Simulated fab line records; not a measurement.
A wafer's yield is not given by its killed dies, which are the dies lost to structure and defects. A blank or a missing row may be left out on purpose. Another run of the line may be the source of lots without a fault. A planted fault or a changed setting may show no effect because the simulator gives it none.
What tool caused it? | flow sky130 | at 1 step of a route of 708, 6 lots with 18 wafers sampled

== WHAT THE GAUGES SHOWED, per wafer ==
SKY_FIELD_ISO_THK_MEAS_04.
lot  | measured    | on            | FIELD_ISO_CVD_03_THK (nm)
L352 | day 2 04:45 | film metro-03 | 165.8 165.6 166.8
L357 | day 3 05:40 | film metro-02 | 165.8 165.9 166.4
L358 | day 3 15:25 | film metro-03 | 165.2 166.4 165.5
L361 | day 4 03:01 | film metro-01 | 165.1 166.8 166.1
L368 | day 5 20:10 | film metro-02 | 165.8 166.2 164.7
L371 | day 6 06:01 | film metro-01 | 165.4 167.8 166.3

== EACH LOT AND THE TOOL THAT RAN IT (in order: tool; ch and the chambers of the sampled wafers; start) ==
Before these readings, the record contains no process step.

== THE ANSWER, worked out from the rows above alone ==
Rule: the lots themselves supply what counts as usual. The widest of any qualifying gaps counts: lots, ordered by their means at a reading, are off when they make up no more than a third of the lots, leave a main group of 4 or more, and stand apart from it by 3 or more times the standard deviation of that group's means. A main group is skipped when, at the precision printed for the reading in the tables above, its means are all equal. Also off: a lot with no number at a reading for which 4 or more lots have one. All remaining lots with rows at the step are treated as sound.
No lot is off at any reading shown: from this, nothing can be told.

== WHAT THE SIMULATOR HAD INSERTED ==
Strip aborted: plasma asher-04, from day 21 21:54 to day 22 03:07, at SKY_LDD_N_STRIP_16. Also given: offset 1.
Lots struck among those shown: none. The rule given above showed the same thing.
